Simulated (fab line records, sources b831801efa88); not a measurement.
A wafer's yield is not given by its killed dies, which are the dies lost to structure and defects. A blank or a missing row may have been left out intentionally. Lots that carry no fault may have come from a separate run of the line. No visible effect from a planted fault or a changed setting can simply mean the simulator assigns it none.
Commonality check across tools    flow sky130    Sample size 12 lots and 39 wafers

WHY THIS WAS OPENED
1 of 12 lots carry a flag on the reading SD_P_TW at SKY_SD_P_TW_MEAS_11. No-fault wafers: 2850, standard deviation 10.
Rule: a lot gets a flag if all its wafers with a number sit over 4 standard deviations from that mean, or if no wafer of it has a number. The rest of the lots are taken to be sound.

lot   measured      on             SD_P_TW, wafer by wafer  flag
L149  day 26 14:01  film-metro-04  2849 2855 2848           
L150  day 26 18:44  film-metro-04  2833 2848 2838           
L155  day 28 09:14  film-metro-04  30 30 30 30 30 30        FLAGGED
L156  day 28 20:54  film-metro-02  2861 2858 2855           
L157  day 28 22:17  film-metro-04  2861 2869 2854           
L164  day 31 11:11  film-metro-02  2857 2855 2851           
L165  day 32 05:39  film-metro-03  2848 2844 2835           
L167  day 33 05:28  film-metro-04  2861 2838 2843           
L169  day 33 10:26  film-metro-02  2856 2838 2839           
L168  day 33 11:04  film-metro-04  2867 2846 2854           
L171  day 33 14:43  film-metro-02  2838 2825 2838           
L172  day 34 00:22  film-metro-03  2830 2840 2835           
Averaged over the flagged lots the numbers come to 30, -2820 from the usual (-99 or more standard deviations).

LOT BY LOT: THE TOOL USED
2 process steps preceding the reading are held in the record, out of 708 steps in the route. Read each cell as the tool, then ch plus the chambers that the sampled wafers visited, then the start.
lot   flag     SKY_NWELL_STRIP_14                    SKY_SD_P_EXPOSE_04
L149           plasma-asher-03 ch 1, day 5 05:34     iline-stepper-02 ch 0, day 25 23:34
L150           plasma-asher-02 ch 0,1, day 5 06:02   iline-stepper-02 ch 0, day 26 03:16
L155  FLAGGED  plasma-asher-03 ch 0,1, day 6 04:47   iline-stepper-02 ch 0, day 27 17:37
L156           plasma-asher-03 ch 0,1, day 6 16:25   iline-stepper-01 ch 0, day 28 06:33
L157           plasma-asher-02 ch 0,1, day 6 16:02   iline-stepper-02 ch 0, day 28 08:39
L164           plasma-asher-02 ch 0,1, day 8 18:16   iline-stepper-01 ch 0, day 30 22:03
L165           plasma-asher-01 ch 0,1, day 8 21:07   iline-stepper-02 ch 0, day 31 14:16
L167           plasma-asher-03 ch 0,1, day 9 03:43   iline-stepper-02 ch 0, day 32 15:25
L169           plasma-asher-02 ch 0, day 9 14:31     iline-stepper-02 ch 0, day 32 19:47
L168           plasma-asher-03 ch 0,1, day 9 09:41   iline-stepper-01 ch 0, day 32 20:35
L171           plasma-asher-02 ch 0,1, day 10 08:25  iline-stepper-02 ch 0, day 33 00:49
L172           plasma-asher-03 ch 1, day 10 16:07    iline-stepper-01 ch 0, day 33 11:23
These steps, and what they do:
- SKY_NWELL_STRIP_14: strips in O2/N2.
- SKY_SD_P_EXPOSE_04: exposes mask PSDM, target cd 380 nm.
- SKY_SD_P_TW_MEAS_11

FLAGGED AGAINST TOTAL, ONE TOOL AT A TIME (gauges that did the reading follow at the end)
step                 tool              lots run  flagged  share of the flagged lots  sound lots run after its first flagged lot
SKY_NWELL_STRIP_14   plasma-asher-01   1         0        none                       -
SKY_NWELL_STRIP_14   plasma-asher-02   5         0        none                       -
SKY_NWELL_STRIP_14   plasma-asher-03   6         1        all                        4 (L156,L167,L168,L172)
SKY_SD_P_EXPOSE_04   iline-stepper-01  4         0        none                       -
SKY_SD_P_EXPOSE_04   iline-stepper-02  8         1        all                        5 (L157,L165,L167,L169,L171)
SKY_SD_P_TW_MEAS_11  film-metro-02     4         0        none                       -
SKY_SD_P_TW_MEAS_11  film-metro-03     2         0        none                       -
SKY_SD_P_TW_MEAS_11  film-metro-04     6         1        all                        3 (L157,L167,L168)

THE TABLE: WHAT IT ALLOWS
Rows of the table that ran every flagged lot, 3 in all: plasma-asher-03 at SKY_NWELL_STRIP_14, iline-stepper-02 at SKY_SD_P_EXPOSE_04, film-metro-04 at SKY_SD_P_TW_MEAS_11.
- plasma-asher-03 at SKY_NWELL_STRIP_14: 1 of its 6 lots flagged. After the first flagged lot (L156, L167, L168, L172), sound lots still ran on it; a lasting fault on the whole tool would not permit that.
- iline-stepper-02 at SKY_SD_P_EXPOSE_04: 1 of its 8 lots flagged. After the first flagged lot (L157, L165, L167, L169, L171), sound lots still ran on it; a lasting fault on the whole tool would not permit that.
- film-metro-04 at SKY_SD_P_TW_MEAS_11: 1 of its 6 lots flagged. After the first flagged lot (L157, L167, L168), sound lots still ran on it; a lasting fault on the whole tool would not permit that.
Every row of the table either missed a flagged lot or ran a sound lot after the first.

WHAT THE SIMULATOR HAD INSERTED
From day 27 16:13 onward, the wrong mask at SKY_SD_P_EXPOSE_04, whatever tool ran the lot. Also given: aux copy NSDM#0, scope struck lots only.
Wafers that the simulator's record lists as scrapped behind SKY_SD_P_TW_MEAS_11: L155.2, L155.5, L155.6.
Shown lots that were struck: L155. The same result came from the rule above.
